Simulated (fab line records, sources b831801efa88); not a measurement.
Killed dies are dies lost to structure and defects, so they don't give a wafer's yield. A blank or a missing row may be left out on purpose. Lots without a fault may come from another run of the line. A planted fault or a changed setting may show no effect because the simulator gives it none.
Chamber matching | flow sky130 | SKY_VIA3_CMP_02 on cmp-01: 4 sister chambers
The step polishes SiO2. 14 wafers are shown with their chamber, then 7 later ones without.

WAFERS WITH THEIR CHAMBER
wafer  | chamber | motor_current_A (A)
L706.1 | 0       | 13.7
L706.2 | 1       | 11.1
L706.3 | 3       | 12.2
L707.2 | 3       | 12.8
L707.4 | 2       | 13.9
L707.6 | 2       | 13.3
L708.1 | 1       | 11.8
L708.3 | 3       | 11.8
L708.5 | 0       | 13.9
L709.1 | 3       | 12.7
L709.4 | 2       | 13.6
L709.6 | 0       | 13.8
L710.1 | 3       | 12.1
L710.3 | 1       | 11.5

SIGNATURES (means of the wafers above)
reading         | chamber 0 | chamber 1 | chamber 2 | chamber 3 | scatter within a chamber
motor_current_A | 13.800    | 11.467    | 13.600    | 12.320    | 0.34
Rule: a wafer's distance from a chamber is the root of the sum, over the readings, of the square of ((its reading less the chamber's mean) divided by the reading's scatter). The wafer belongs to the nearest chamber; if the next one is less than 2 further off, it can't be placed. The scatter: the root of (the sum of the squares of (reading less its chamber's mean) over the shown wafers, divided by (wafers less chambers)).

WAFERS WITHOUT THEIR CHAMBER
wafer  | motor_current_A (A)
L710.5 | 11.5
L718.2 | 11.8
L718.3 | 13.7
L718.4 | 13.5
L719.2 | 11.2
L719.5 | 11.4
L719.6 | 13.4

WHICH CHAMBER EACH WENT THROUGH
wafer  | from the rows above     | in truth
L710.5 | 1                       | 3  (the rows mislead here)
L718.2 | can't be placed: 1 or 3 | 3
L718.3 | can't be placed: 2 or 0 | 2
L718.4 | can't be placed: 2 or 0 | 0
L719.2 | 1                       | 1
L719.5 | 1                       | 1
L719.6 | can't be placed: 2 or 0 | 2
Placed correctly: 2 of 7. Can't be placed from these rows: 4 (the true chamber is among the candidates in 4). Placed wrongly: 1.
